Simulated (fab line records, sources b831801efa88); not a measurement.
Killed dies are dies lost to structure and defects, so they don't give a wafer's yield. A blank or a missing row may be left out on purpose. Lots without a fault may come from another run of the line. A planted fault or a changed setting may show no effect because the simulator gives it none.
A struck lot beside a sound one | flow sfq_line | 15 steps out of a route of 325
Sound: wafers L774.2, L774.3, L774.6. Struck: wafer L782.1. (L782.3, L782.5 of the same lot were not struck and are left out.) The cause comes at the end.
At each step with rows: each side's tool, then ch and its chambers, then its first start. Under that, the readings that differ: sound wafers | struck wafers | difference of the means | sigmas: that difference in standard deviations of wafers without a fault.
alike: readings whose means differ by less than 2 such deviations, and words and numbers that are the same on both sides. not compared: withheld readings, readings that some wafer has no value for, bounds like >300 that may hide the same value, and numbers for which the record gives no deviation and whose values overlap.
The two part at a step that has a row with sigmas, a row that says differs or no value, or rows on one side only. Numbers that don't overlap but have no deviation are shown without sigmas and don't part them. A reading that every wafer of one side lacks parts them only if that side has two wafers or more.

first, 1 step without rows for these wafers: SFQ_TRILAYER_M2_STRIP_SOLV_CLEAN_062 (cleans in NMP, time 600 s).
SFQ_TRILAYER_I2_DEP_PECVD_063: deposits SiO2 from SiH4/N2O, time 111.11 s, target thk 500 nm.
  sound on pecvd-02 ch 0,1, day 20 21:17; struck on pecvd-01 ch 0, day 24 20:00
  alike: heater_power_w, showerhead_vpp_V, throttle_valve_pct
SFQ_TRILAYER_I2_CMP_CMP_064: polishes SiO2.
  sound on cmp-01 ch 2,3, day 21 01:34; struck on cmp-01 ch 0, day 24 22:10
  reading             | sound          | struck | difference | sigmas
  motor_current_A (A) | 10.9 10.8 11.3 | 9.2    | -1.8       | -2
  alike: head_pressure_psi, platen_rpm, time_to_endpoint_s
SFQ_I2_BOW_MEAS_917:
  sound on film_metro-01, day 21 04:35; struck on film_metro-03, day 25 00:10
  alike: I2_BOW
SFQ_TRILAYER_I2_METRO_MEASURE_065:
  sound on film_metro-01, day 21 04:53; struck on film_metro-03, day 25 00:17
  reading     | sound             | struck | difference | sigmas
  thk_nm (nm) | 199.3 198.4 198.8 | 201.2  | +2.4       | +2
then, 6 steps without rows for these wafers: SFQ_TRILAYER_I2_VIA_LITHO_COAT_072 (resist thk 62 nm); SFQ_TRILAYER_I2_VIA_LITHO_COAT_067 (resist thk 650 nm); SFQ_TRILAYER_I2_VIA_LITHO_SOFTBAKE_071; SFQ_TRILAYER_I2_VIA_LITHO_EXPOSE_068 (exposes mask I2, target cd 500 nm); SFQ_TRILAYER_I2_VIA_LITHO_PEB_070 (peb time 60 s); SFQ_TRILAYER_I2_VIA_LITHO_DEVELOP_069 (time 60 s).
-- the record jumps here: 6 days lie between the struck wafers' starts before and after --
SFQ_I2_OVL_MEAS_918:
  sound on overlay-02, day 27 09:20; struck on overlay-01, day 30 23:02
  reading     | sound   | struck | difference | sigmas
  I2_OVL (nm) | -2 -1 0 | 10     | +11        | +2
SFQ_TRILAYER_I2_VIA_BARC_OPEN_VIA_ETCH_096: etches BARC in O2, target depth 125 nm, time 41.7 s.
  sound on rie_diel-01 ch 0,3, day 27 09:22; struck on rie_diel-01 ch 2, day 30 23:05
  reading                                                 | sound           | struck | difference | sigmas
  model.KrF_of_TRILAYER_I2_VIA_LITHO_COAT_067.thk_nm (nm) | 575 570.6 569.7 | 583.5  | +11.7      |
  alike: drypump_motor_current_A, oes_product_au
  not compared: rf_hours_counter_h
SFQ_TRILAYER_I2_VIA_ETCH_VIA_ETCH_070: etches SiO2 in CHF3, stops on Nb, target depth 260 nm.
  sound on rie_diel-01 ch 0,3, day 27 09:25; struck on rie_diel-01 ch 2, day 30 23:07
  reading                                                 | sound             | struck | difference | sigmas
  model.KrF_of_TRILAYER_I2_VIA_LITHO_COAT_067.thk_nm (nm) | 530.4 524.7 523.7 | 538.4  | +12.1      |
  alike: drypump_motor_current_A, oes_product_au
SFQ_TRILAYER_I2_VIA_STRIP_STRIP_071: strips in O2.
  sound on rie_metal-04 ch 0,1, day 27 09:31; struck on rie_metal-04 ch 0, day 30 23:14
  alike: drypump_motor_current_A, oes_product_au
  not compared: rf_hours_counter_h

WHERE THEY PART
First at SFQ_TRILAYER_I2_CMP_CMP_064; last, within this record, at SFQ_I2_OVL_MEAS_918. Later steps at which nothing parts them and some readings are alike: SFQ_TRILAYER_I2_VIA_BARC_OPEN_VIA_ETCH_096, SFQ_TRILAYER_I2_VIA_ETCH_VIA_ETCH_070, SFQ_TRILAYER_I2_VIA_STRIP_STRIP_071.

WHY: what the simulator had put in
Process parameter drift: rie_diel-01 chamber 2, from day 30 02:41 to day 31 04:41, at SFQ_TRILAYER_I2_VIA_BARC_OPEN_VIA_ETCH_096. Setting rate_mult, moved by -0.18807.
